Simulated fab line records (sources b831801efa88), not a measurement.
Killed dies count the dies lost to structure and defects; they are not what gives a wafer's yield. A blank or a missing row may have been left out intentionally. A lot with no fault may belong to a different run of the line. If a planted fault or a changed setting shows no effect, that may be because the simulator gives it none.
Which of the tools did it? ; flow gf180mcu ; 6 lots (18 wafers sampled), 1 step of a 602-step route

WHAT THE GAUGES READ, wafer by wafer
GF_CONTACT_OVL_MEAS_15.
lot;measured;on;CONTACT_OVL (nm)
L369;day 16 11:49;overlay-01;-3 0 -5
L373;day 17 23:07;overlay-02;-21 -7 -2
L376;day 19 02:49;overlay-02;-15 -7 -1
L385;day 22 11:17;overlay-01;2 0 2
L387;day 22 23:22;overlay-02;-10 -8 -10
L389;day 23 11:02;overlay-01;-6 -5 -4

WHAT TOOL EACH LOT RAN ON (gives the tool, then ch and the chambers of the sampled wafers, and finally the start)
Before these readings, the record contains no process step.

THE ANSWER, worked out from the rows above alone
Rule: the lots themselves supply what counts as usual. The widest of any qualifying gaps counts: lots, ordered by their means at a reading, are off when they make up no more than a third of the lots, leave a main group of 4 or more, and stand apart from it by 3 or more times the standard deviation of that group's means. Not used: any main group whose means are identical at the precision the tables above print for the reading. A lot without any number at a reading at which 4 lots or more have one is off too. Where the step has rows for the other lots, those lots are counted as sound.
No lot is off on any of the readings shown, so nothing can be concluded from this.

WHAT WAS PUT IN BY THE SIMULATOR
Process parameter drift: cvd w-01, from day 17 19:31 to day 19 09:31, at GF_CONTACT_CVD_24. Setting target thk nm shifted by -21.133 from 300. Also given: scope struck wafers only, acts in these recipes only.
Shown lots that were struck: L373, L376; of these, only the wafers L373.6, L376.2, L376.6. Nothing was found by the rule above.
